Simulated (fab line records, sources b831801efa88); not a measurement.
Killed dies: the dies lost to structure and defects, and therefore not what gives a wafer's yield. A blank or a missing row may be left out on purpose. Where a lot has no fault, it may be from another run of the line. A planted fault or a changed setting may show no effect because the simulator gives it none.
Which tool is to blame? || flow gf180mcu || 42 wafers from 14 lots sampled at 5 of the route's 602 steps

WHAT EACH GAUGE READ, for each wafer
GF_HV_LDD_CD_MEAS_19: target cd 400 nm.
{"lot": "L685", "measured": "day 11 06:28", "on": "cd sem-02", "cd nm (nm)": "401.6 401.3 400.3"}
{"lot": "L686", "measured": "day 11 13:51", "on": "cd sem-02", "cd nm (nm)": "399.2 399.3 401.6"}
{"lot": "L687", "measured": "day 11 17:59", "on": "cd sem-01", "cd nm (nm)": "398.5 397.2 396.9"}
{"lot": "L688", "measured": "day 12 04:23", "on": "cd sem-02", "cd nm (nm)": "398.4 397.3 398.7"}
{"lot": "L689", "measured": "day 12 08:43", "on": "cd sem-02", "cd nm (nm)": "397.3 394.8 396.6"}
{"lot": "L690", "measured": "day 12 20:15", "on": "cd sem-01", "cd nm (nm)": "403.0 402.2 400.8"}
{"lot": "L692", "measured": "day 13 07:12", "on": "cd sem-01", "cd nm (nm)": "401.0 402.4 405.3"}
{"lot": "L693", "measured": "day 13 12:01", "on": "cd sem-02", "cd nm (nm)": "400.7 398.9 400.8"}
{"lot": "L694", "measured": "day 13 23:11", "on": "cd sem-01", "cd nm (nm)": "399.0 397.4 399.6"}
{"lot": "L697", "measured": "day 14 20:36", "on": "cd sem-02", "cd nm (nm)": "398.8 396.9 397.8"}
{"lot": "L698", "measured": "day 15 05:17", "on": "cd sem-02", "cd nm (nm)": "397.1 396.5 394.1"}
{"lot": "L705", "measured": "day 17 08:52", "on": "cd sem-01", "cd nm (nm)": "399.1 398.7 399.4"}
{"lot": "L706", "measured": "day 18 04:29", "on": "cd sem-01", "cd nm (nm)": "400.0 401.0 400.1"}
{"lot": "L707", "measured": "day 18 07:52", "on": "cd sem-01", "cd nm (nm)": "399.2 399.6 397.3"}

GF_HV_LDD_OVL_MEAS_32.
{"lot": "L685", "measured": "day 12 02:01", "on": "overlay-02", "HV_LDD_02_OVL (nm)": "-0.4 0.7 -0.9"}
{"lot": "L686", "measured": "day 12 09:52", "on": "overlay-02", "HV_LDD_02_OVL (nm)": "1.2 -0.9 -0.4"}
{"lot": "L687", "measured": "day 12 14:04", "on": "overlay-02", "HV_LDD_02_OVL (nm)": "-0.1 -0.4 1.2"}
{"lot": "L688", "measured": "day 13 00:34", "on": "overlay-01", "HV_LDD_02_OVL (nm)": "-0.6 1.2 2.3"}
{"lot": "L689", "measured": "day 13 05:11", "on": "overlay-01", "HV_LDD_02_OVL (nm)": "1.3 -0.7 -0.2"}
{"lot": "L690", "measured": "day 13 17:05", "on": "overlay-02", "HV_LDD_02_OVL (nm)": "-0.5 -2.3 -2.6"}
{"lot": "L692", "measured": "day 14 04:27", "on": "overlay-02", "HV_LDD_02_OVL (nm)": "1.2 0.0 1.0"}
{"lot": "L693", "measured": "day 14 08:22", "on": "overlay-02", "HV_LDD_02_OVL (nm)": "-4.0 -3.4 -2.6"}
{"lot": "L694", "measured": "day 14 20:52", "on": "overlay-02", "HV_LDD_02_OVL (nm)": "-0.6 -2.3 -0.2"}
{"lot": "L697", "measured": "day 15 18:07", "on": "overlay-01", "HV_LDD_02_OVL (nm)": "0.1 0.3 1.8"}
{"lot": "L698", "measured": "day 16 03:39", "on": "overlay-02", "HV_LDD_02_OVL (nm)": "0.3 -2.3 -2.3"}
{"lot": "L705", "measured": "day 18 08:33", "on": "overlay-01", "HV_LDD_02_OVL (nm)": "0.9 0.1 -1.1"}
{"lot": "L706", "measured": "day 19 04:57", "on": "overlay-01", "HV_LDD_02_OVL (nm)": "-0.7 -1.8 -1.3"}
{"lot": "L707", "measured": "day 19 08:21", "on": "overlay-02", "HV_LDD_02_OVL (nm)": "-1.9 -2.3 -1.4"}

GF_HV_LDD_TW_MEAS_38.
{"lot": "L685", "measured": "day 12 02:45", "on": "film metro-03", "HV_LDD_3_TW": "1445 1446 1453"}
{"lot": "L686", "measured": "day 12 10:35", "on": "film metro-02", "HV_LDD_3_TW": "1465 1461 1460"}
{"lot": "L687", "measured": "day 12 14:47", "on": "film metro-04", "HV_LDD_3_TW": "1411 1411 1413"}
{"lot": "L688", "measured": "day 13 01:19", "on": "film metro-02", "HV_LDD_3_TW": "1457 1461 1464"}
{"lot": "L689", "measured": "day 13 05:55", "on": "film metro-03", "HV_LDD_3_TW": "1452 1453 1447"}
{"lot": "L690", "measured": "day 13 17:50", "on": "film metro-03", "HV_LDD_3_TW": "1458 1445 1457"}
{"lot": "L692", "measured": "day 14 05:11", "on": "film metro-02", "HV_LDD_3_TW": "1460 1456 1450"}
{"lot": "L693", "measured": "day 14 09:07", "on": "film metro-04", "HV_LDD_3_TW": "1424 1420 1414"}
{"lot": "L694", "measured": "day 14 21:35", "on": "film metro-03", "HV_LDD_3_TW": "1452 1460 1448"}
{"lot": "L697", "measured": "day 15 18:51", "on": "film metro-03", "HV_LDD_3_TW": "1438 1442 1443"}
{"lot": "L698", "measured": "day 16 04:23", "on": "film metro-03", "HV_LDD_3_TW": "1427 1435 1437"}
{"lot": "L705", "measured": "day 18 09:17", "on": "film metro-04", "HV_LDD_3_TW": "1409 1416 1418"}
{"lot": "L706", "measured": "day 19 05:41", "on": "film metro-02", "HV_LDD_3_TW": "1450 1451 1448"}
{"lot": "L707", "measured": "day 19 09:05", "on": "film metro-03", "HV_LDD_3_TW": "1467 1468 1460"}

GF_HV_LDD_RS_MEAS_53: uses a four-point probe to measure.
{"lot": "L685", "measured": "day 12 22:56", "on": "film metro-03", "HV_LDD_RS (ohm/sq)": "419.8 418.4 420.4"}
{"lot": "L686", "measured": "day 13 06:58", "on": "film metro-04", "HV_LDD_RS (ohm/sq)": "417.6 417.9 418.9"}
{"lot": "L687", "measured": "day 13 10:59", "on": "film metro-03", "HV_LDD_RS (ohm/sq)": "419.0 419.8 419.7"}
{"lot": "L688", "measured": "day 13 21:59", "on": "film metro-04", "HV_LDD_RS (ohm/sq)": "418.2 419.8 418.9"}
{"lot": "L689", "measured": "day 14 03:20", "on": "film metro-03", "HV_LDD_RS (ohm/sq)": "417.8 418.3 419.7"}
{"lot": "L690", "measured": "day 14 14:57", "on": "film metro-03", "HV_LDD_RS (ohm/sq)": "417.8 418.8 417.8"}
{"lot": "L692", "measured": "day 15 02:16", "on": "film metro-03", "HV_LDD_RS (ohm/sq)": "418.0 417.6 417.7"}
{"lot": "L693", "measured": "day 15 07:11", "on": "film metro-02", "HV_LDD_RS (ohm/sq)": "417.5 418.2 419.1"}
{"lot": "L694", "measured": "day 15 19:16", "on": "film metro-02", "HV_LDD_RS (ohm/sq)": "417.7 416.9 418.3"}
{"lot": "L697", "measured": "day 16 17:53", "on": "film metro-02", "HV_LDD_RS (ohm/sq)": "420.4 421.3 420.4"}
{"lot": "L698", "measured": "day 17 03:37", "on": "film metro-02", "HV_LDD_RS (ohm/sq)": "420.5 421.5 420.5"}
{"lot": "L705", "measured": "day 19 09:48", "on": "film metro-02", "HV_LDD_RS (ohm/sq)": "418.9 418.0 418.3"}
{"lot": "L706", "measured": "day 20 06:34", "on": "film metro-02", "HV_LDD_RS (ohm/sq)": "418.5 418.3 419.0"}
{"lot": "L707", "measured": "day 20 10:02", "on": "film metro-04", "HV_LDD_RS (ohm/sq)": "418.4 418.8 419.8"}

WHICH TOOL RAN EACH LOT (tool, then ch and the chambers of the sampled wafers, then the start)
{"lot": "L685", "GF_HV_LDD_IMPLANT_33": "implanter-02 ch 0, day 12 02:04"}
{"lot": "L686", "GF_HV_LDD_IMPLANT_33": "implanter-02 ch 0, day 12 09:53"}
{"lot": "L687", "GF_HV_LDD_IMPLANT_33": "implanter-02 ch 0, day 12 14:05"}
{"lot": "L688", "GF_HV_LDD_IMPLANT_33": "implanter-02 ch 0, day 13 00:38"}
{"lot": "L689", "GF_HV_LDD_IMPLANT_33": "implanter-02 ch 0, day 13 05:14"}
{"lot": "L690", "GF_HV_LDD_IMPLANT_33": "implanter-03 ch 0, day 13 17:10"}
{"lot": "L692", "GF_HV_LDD_IMPLANT_33": "implanter-03 ch 0, day 14 04:29"}
{"lot": "L693", "GF_HV_LDD_IMPLANT_33": "implanter-02 ch 0, day 14 08:28"}
{"lot": "L694", "GF_HV_LDD_IMPLANT_33": "implanter-03 ch 0, day 14 20:53"}
{"lot": "L697", "GF_HV_LDD_IMPLANT_33": "implanter-02 ch 0, day 15 18:10"}
{"lot": "L698", "GF_HV_LDD_IMPLANT_33": "implanter-02 ch 0, day 16 03:41"}
{"lot": "L705", "GF_HV_LDD_IMPLANT_33": "implanter-04 ch 0, day 18 08:37"}
{"lot": "L706", "GF_HV_LDD_IMPLANT_33": "implanter-04 ch 0, day 19 04:59"}
{"lot": "L707", "GF_HV_LDD_IMPLANT_33": "implanter-03 ch 0, day 19 08:25"}
- GF_HV_LDD_IMPLANT_33

WHAT THE TOOLS THEMSELVES READ (means of the sampled wafers that have a number; where no wafer has one, the mark that the record gives instead)
GF_HV_LDD_IMPLANT_33.
{"lot": "L685", "tool": "implanter-02", "beam energy keV": 59.977, "dose ions cm2": 7.497e+12, "faraday current uA": 42.3}
{"lot": "L686", "tool": "implanter-02", "beam energy keV": 60.000, "dose ions cm2": 7.494e+12, "faraday current uA": 42.4}
{"lot": "L687", "tool": "implanter-02", "beam energy keV": 60.018, "dose ions cm2": 7.513e+12, "faraday current uA": 43.1}
{"lot": "L688", "tool": "implanter-02", "beam energy keV": 60.026, "dose ions cm2": 7.510e+12, "faraday current uA": 42.4}
{"lot": "L689", "tool": "implanter-02", "beam energy keV": 59.999, "dose ions cm2": 7.504e+12, "faraday current uA": 43.1}
{"lot": "L690", "tool": "implanter-03", "beam energy keV": 59.993, "dose ions cm2": 7.504e+12, "faraday current uA": 41.4}
{"lot": "L692", "tool": "implanter-03", "beam energy keV": 60.004, "dose ions cm2": 7.504e+12, "faraday current uA": 42.1}
{"lot": "L693", "tool": "implanter-02", "beam energy keV": 59.981, "dose ions cm2": 7.508e+12, "faraday current uA": 42.5}
{"lot": "L694", "tool": "implanter-03", "beam energy keV": 60.013, "dose ions cm2": 7.499e+12, "faraday current uA": 41.2}
{"lot": "L697", "tool": "implanter-02", "beam energy keV": 60.001, "dose ions cm2": 6.441e+12, "faraday current uA": 36.6}
{"lot": "L698", "tool": "implanter-02", "beam energy keV": 59.995, "dose ions cm2": 6.444e+12, "faraday current uA": 37.0}
{"lot": "L705", "tool": "implanter-04", "beam energy keV": 59.983, "dose ions cm2": 7.505e+12, "faraday current uA": 41.3}
{"lot": "L706", "tool": "implanter-04", "beam energy keV": 60.022, "dose ions cm2": 7.489e+12, "faraday current uA": 43.0}
{"lot": "L707", "tool": "implanter-03", "beam energy keV": 59.999, "dose ions cm2": 7.504e+12, "faraday current uA": 42.8}

THE ANSWER, worked out from the rows above alone
Rule: the usual values come from the lots themselves. The widest of any qualifying gaps counts: lots, ordered by their means at a reading, are off when they make up no more than a third of the lots, leave a main group of 4 or more, and stand apart from it by 3 or more times the standard deviation of that group's means. A main group is skipped when, at the precision printed for the reading in the tables above, its means are all equal. Also off: a lot with no number at a reading for which 4 or more lots have one. All remaining lots with rows at the step are treated as sound. Order of review: gauges by route order, followed by the tools' own readings, for which a lot's mean as printed above is used. At the first step where some lot is off, the reading lying furthest off is the one used; lots without a number count as furthest.
Off at GF_HV_LDD_IMPLANT_33 (dose ions cm2): L697, L698. Main group: mean 7.503e+12, sd 6.5e+09.
If a tool, at that step or one of the process steps before it, ran each lot that is off and ran no sound lot following the first of them, it fits. One fits: GF_HV_LDD_IMPLANT_33 on implanter-02. Its last sound lot is L693 (day 14 08:28), its first lot that is off L697 (day 15 18:10): a fault that began between those two fits.
The tool's own readings at GF_HV_LDD_IMPLANT_33 bear it out: on the lots that are off they differ by more than 5 times the standard deviation of the sound lots' means. dose ions cm2 reads 6.442e+12 there against 7.503e+12 on the sound lots; faraday current uA reads 36.8 there against 42.3 on the sound lots.

WHAT THE SIMULATOR PUT IN
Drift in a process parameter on implanter-02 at GF_HV_LDD_IMPLANT_33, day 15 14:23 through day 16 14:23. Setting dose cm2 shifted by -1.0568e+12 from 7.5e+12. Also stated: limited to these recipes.
Struck lots among those shown: L697, L698. The rule given above showed the same thing.
